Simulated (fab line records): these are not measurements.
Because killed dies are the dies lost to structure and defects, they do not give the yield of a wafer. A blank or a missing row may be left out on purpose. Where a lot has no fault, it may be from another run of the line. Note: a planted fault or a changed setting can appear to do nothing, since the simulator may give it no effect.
8D (eight disciplines) problem report, filled in by code || flow gf180mcu || the parts of the form that need people (team, actions taken, sign-off) are left out

== 1. PROBLEM STATEMENT ==
STI_CVD_23_THK at GF_STI_THK_MEAS_24 reads a mean of 526 nm on 6 wafers of 2 lots; wafers without a fault read 653 nm with a standard deviation of 8.8. That is -14 standard deviations from the usual mean.
The first sign was on wafer L315.1 at day 6 00:52, on film_metro-01. At this step, 36 wafers from 12 lots have a number in the record. Rule for "out" (also "out of limits"): further than 4 standard deviations from the usual mean. Any other wafer with a number is counted as sound.

== 2. WHAT IT IS, WHAT IT ISN'T ==
{"question": "which readings at this step", "is": "STI_CVD_23_THK", "is not": "-"}
{"question": "which lots", "is": "L315, L317", "is not": "L298, L299, L301, L302, L303, L304, L305, L306, L307, L320"}
{"question": "which wafers of those lots", "is": "all that have a number", "is not": "-"}
{"question": "read on which gauges", "is": "film_metro-01, film_metro-02", "is not": "film_metro-03"}
{"question": "when", "is": "from day 6 00:52", "is not": "up to then (27 sound wafers); but 3 sound wafers of L320 came after"}

== 3. SUSPECTS, AND WHAT RULES EACH OUT ==
Counting: any tool at a process step up to the reading is kept as a suspect provided that every lot that is out went through it and no sound lot did after the first of them.
- the gauge at GF_STI_THK_MEAS_24: ruled out. Those wafers that are out were read across 2 gauges (film_metro-01, film_metro-02).
- hdpcvd-01 at GF_STI_CVD_23 (deposits SiO2, target thk 650 nm, time 108.3 s): kept. Every lot that is out went through it, starting with L315 (day 6 00:47), and after that it ran no sound lot; the last sound lot it ran before then is L306 (day 4 03:34). Out on those wafers are its own readings of sih4_flow_sccm.
The count leaves hdpcvd-01 at GF_STI_CVD_23.

== 4. THE CAUSE (what the simulator had put in) ==
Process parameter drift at GF_STI_CVD_23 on hdpcvd-01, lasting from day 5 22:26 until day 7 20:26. Setting sih4_flow_sccm shifted by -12 from 60. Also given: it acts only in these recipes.
Only this tool survived the counting.

== 5. THE CHAIN OF EFFECTS, in route order ==
Each row: a reading where the mean over the struck wafers with a number is more than 3 standard deviations away from the usual. Only readings for which the record gives a usual standard deviation are gone through. hours: the time from each lot's start at the first step in this table that gives one to its start at this step, as a median over the lots. sigmas: the change in usual standard deviations.
{"hours": 0, "step": "GF_STI_CVD_23", "reading": "sih4_flow_sccm", "usual": "60.00 sccm", "on struck wafers": 47.88, "change": -12.12, "sigmas": -81}
{"hours": 0, "step": "GF_STI_THK_MEAS_24", "reading": "STI_CVD_23_THK", "usual": "653 nm", "on struck wafers": 526, "change": -126, "sigmas": -14}
{"hours": 0, "step": "GF_STI_CMP_25", "reading": "time_to_endpoint_s", "usual": "122 s", "on struck wafers": 96, "change": -26, "sigmas": -4.8}
Process steps it contains:
- GF_STI_CVD_23: deposits SiO2, target thk 650 nm, time 108.3 s.
- GF_STI_CMP_25: polishes, stops on Si3N4, t overpolish 33 s, target thk 524.6 nm.
At these later measuring or inspecting steps, every struck wafer for which the step has a row has a number for every such reading, and none has moved that far: GF_V3_OVL_MEAS_15.

== 6. WHAT WOULD HAVE CAUGHT IT SOONER ==
The first out-of-limits reading at a measuring or inspecting step in this record came at day 6 00:52, 2 hours after the fault's start at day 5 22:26.
Tool's own readings at GF_STI_CVD_23, sih4_flow_sccm: out on all struck wafers the step has rows for; an alarm limit on them would have tripped on the first.
Among the 2 lots that are out, L317 began GF_STI_CVD_23 on hdpcvd-01 after day 6 00:52. A hold on the tool at that time would have spared it.
